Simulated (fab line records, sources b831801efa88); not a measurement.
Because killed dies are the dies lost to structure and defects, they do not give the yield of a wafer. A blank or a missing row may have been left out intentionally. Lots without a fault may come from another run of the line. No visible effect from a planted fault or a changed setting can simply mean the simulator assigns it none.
Chamber matching ; flow gf180mcu ; pecvd-03 running GF_PASSIVATION_CVD_02: 3 sister chambers
The step deposits Si3N4, target thk 700 nm, time 486.18 s. 3 wafers are shown with their chamber, then 7 later ones without.

== WAFERS PAIRED WITH THEIR CHAMBERS ==
wafer;chamber;heaterPowerW (W)
L142.3;0;533
L149.2;1;739
L149.3;2;717

== WAFERS WITH NO CHAMBER GIVEN ==
wafer;heaterPowerW (W)
L149.6;793
L150.1;809
L150.2;868
L150.3;518
L152.3;731
L152.5;865
L152.6;794

== CHAMBER TAKEN BY EACH ==
wafer;from the rows above;in truth
L149.6;can't be placed: 1 or 2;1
L150.1;can't be placed: 1 or 2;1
L150.2;can't be placed: 1 or 2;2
L150.3;0;0
L152.3;can't be placed: 1 or 2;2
L152.5;can't be placed: 1 or 2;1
L152.6;can't be placed: 1 or 2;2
Correct placement for 1 of the 7. Not placeable from these rows: 6 (in 6, the candidates include the true chamber). Wrongly placed: 0.
How it was worked out, from the rows above alone: a wafer's distance from a chamber is the root of the sum, over the readings, of the square of ((its reading less the chamber's mean) divided by the reading's scatter). The wafer belongs to the nearest chamber; if the next one is less than 2 further off, it can't be placed. A chamber's mean is the mean of its shown wafers. The scatter: root of mean squared gap, hidden wafer to nearest shown wafer, with one shown wafer a chamber.
